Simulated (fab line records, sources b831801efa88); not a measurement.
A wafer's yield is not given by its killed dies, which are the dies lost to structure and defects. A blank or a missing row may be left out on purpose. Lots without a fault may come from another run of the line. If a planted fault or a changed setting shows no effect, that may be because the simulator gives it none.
Which tool was responsible? || flow gf180mcu || 11 lots with 33 wafers sampled at 4 steps, on a route of 602 steps

## WHAT THE GAUGES SHOWED, per wafer
GF_V3_THK_MEAS_03.
{"lot": "L292", "measured": "day 21 10:51", "on": "film metro-02", "V3_CVD_02_THK (nm)": "860 840 850"}
{"lot": "L294", "measured": "day 22 14:56", "on": "film metro-01", "V3_CVD_02_THK (nm)": "861 866 857"}
{"lot": "L296", "measured": "day 23 05:39", "on": "film metro-04", "V3_CVD_02_THK (nm)": "855 846 865"}
{"lot": "L298", "measured": "day 23 23:08", "on": "film metro-01", "V3_CVD_02_THK (nm)": "865 877 860"}
{"lot": "L302", "measured": "day 25 12:06", "on": "film metro-01", "V3_CVD_02_THK (nm)": "863 847 853"}
{"lot": "L301", "measured": "day 25 13:28", "on": "film metro-04", "V3_CVD_02_THK (nm)": "837 855 865"}
{"lot": "L303", "measured": "day 25 19:23", "on": "film metro-02", "V3_CVD_02_THK (nm)": "835 833 858"}
{"lot": "L304", "measured": "day 25 23:56", "on": "film metro-02", "V3_CVD_02_THK (nm)": "862 827 878"}
{"lot": "L305", "measured": "day 26 12:57", "on": "film metro-04", "V3_CVD_02_THK (nm)": "856 583 866 855 584 865"}
{"lot": "L306", "measured": "day 27 02:37", "on": "film metro-01", "V3_CVD_02_THK (nm)": "611 857 866 611 857 867"}
{"lot": "L308", "measured": "day 27 12:01", "on": "film metro-04", "V3_CVD_02_THK (nm)": "594 864 602 594 864 602"}

## TOOL THAT RAN EACH LOT (tool first, then ch and the chambers of the sampled wafers, then the start)
{"lot": "L292", "GF_V2_SPUTTER_21": "pvd sputter-04, day 20 09:27", "GF_M3_SPUTTER_03": "pvd sputter-04, day 20 10:18", "GF_V3_CVD_02": "pecvd-04 ch 1,2, day 21 10:45"}
{"lot": "L294", "GF_V2_SPUTTER_21": "pvd sputter-03, day 21 13:23", "GF_M3_SPUTTER_03": "pvd sputter-03, day 21 14:17", "GF_V3_CVD_02": "pecvd-01 ch 0,2, day 22 14:49"}
{"lot": "L296", "GF_V2_SPUTTER_21": "pvd sputter-02, day 22 04:20", "GF_M3_SPUTTER_03": "pvd sputter-03, day 22 05:11", "GF_V3_CVD_02": "pecvd-04 ch 0,2, day 23 05:34"}
{"lot": "L298", "GF_V2_SPUTTER_21": "pvd sputter-04, day 22 22:35", "GF_M3_SPUTTER_03": "pvd sputter-03, day 22 23:26", "GF_V3_CVD_02": "pecvd-03 ch 0,2, day 23 23:02"}
{"lot": "L302", "GF_V2_SPUTTER_21": "pvd sputter-03, day 24 13:00", "GF_M3_SPUTTER_03": "pvd sputter-04, day 24 13:49", "GF_V3_CVD_02": "pecvd-01 ch 0,1,2, day 25 12:02"}
{"lot": "L301", "GF_V2_SPUTTER_21": "pvd sputter-03, day 24 14:11", "GF_M3_SPUTTER_03": "pvd sputter-04, day 24 15:03", "GF_V3_CVD_02": "pecvd-03 ch 0,1,2, day 25 13:23"}
{"lot": "L303", "GF_V2_SPUTTER_21": "pvd sputter-02, day 24 20:34", "GF_M3_SPUTTER_03": "pvd sputter-01, day 24 21:25", "GF_V3_CVD_02": "pecvd-03 ch 0,1,2, day 25 19:19"}
{"lot": "L304", "GF_V2_SPUTTER_21": "pvd sputter-02, day 25 00:50", "GF_M3_SPUTTER_03": "pvd sputter-04, day 25 01:41", "GF_V3_CVD_02": "pecvd-03 ch 0,2, day 25 23:52"}
{"lot": "L305", "GF_V2_SPUTTER_21": "pvd sputter-04, day 25 13:34", "GF_M3_SPUTTER_03": "pvd sputter-01, day 25 14:25", "GF_V3_CVD_02": "pecvd-03 ch 0,2, day 26 12:52"}
{"lot": "L306", "GF_V2_SPUTTER_21": "pvd sputter-04, day 26 03:53", "GF_M3_SPUTTER_03": "pvd sputter-04, day 26 04:44", "GF_V3_CVD_02": "pecvd-03 ch 0,2, day 27 02:32"}
{"lot": "L308", "GF_V2_SPUTTER_21": "pvd sputter-02, day 26 13:22", "GF_M3_SPUTTER_03": "pvd sputter-04, day 26 14:13", "GF_V3_CVD_02": "pecvd-03 ch 0,2, day 27 11:47"}
- GF_V2_SPUTTER_21: material Ti, target thk 15 nm, time 80.02 s.
- GF_M3_SPUTTER_03: material Ti, target thk 10 nm, time 6.7 s.
- GF_V3_CVD_02: deposits SiO2 from TEOS, target thk 850 nm, time 94.851 s.

## THE ANSWER, worked out from the rows above alone
Rule: what is usual is taken from the lots themselves. Put in order of their means at a reading, lots are off if they are a third of the lots or fewer, leave a main group of 4 or more, and stand apart from it by a gap of 3 or more times the standard deviation of the main group's means; of several such gaps the widest counts. The tables above print the reading to a certain number of digits; a main group whose means all agree to those digits is not used. A lot without any number at a reading at which 4 lots or more have one is off too. The other lots that the step has rows for count as sound.
Off: at GF_V3_THK_MEAS_03 (V3_CVD_02_THK), L305, L306, L308. The main group: mean 855 nm, standard deviation 7.
If a tool, at a process step before that reading, ran all the lots that are off and no sound lot after the first of them, it fits. Those tools and the gauges at GF_V3_THK_MEAS_03 are tried in the same way. One fits: pecvd-03 at GF_V3_CVD_02. A fault onset in the window from L304 (day 25 23:52, its last sound lot) to L305 (day 26 12:52, its first lot off) fits.

## WHAT HAD BEEN PUT IN BY THE SIMULATOR
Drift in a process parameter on pecvd-03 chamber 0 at GF_V3_CVD_02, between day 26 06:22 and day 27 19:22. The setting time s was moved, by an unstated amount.
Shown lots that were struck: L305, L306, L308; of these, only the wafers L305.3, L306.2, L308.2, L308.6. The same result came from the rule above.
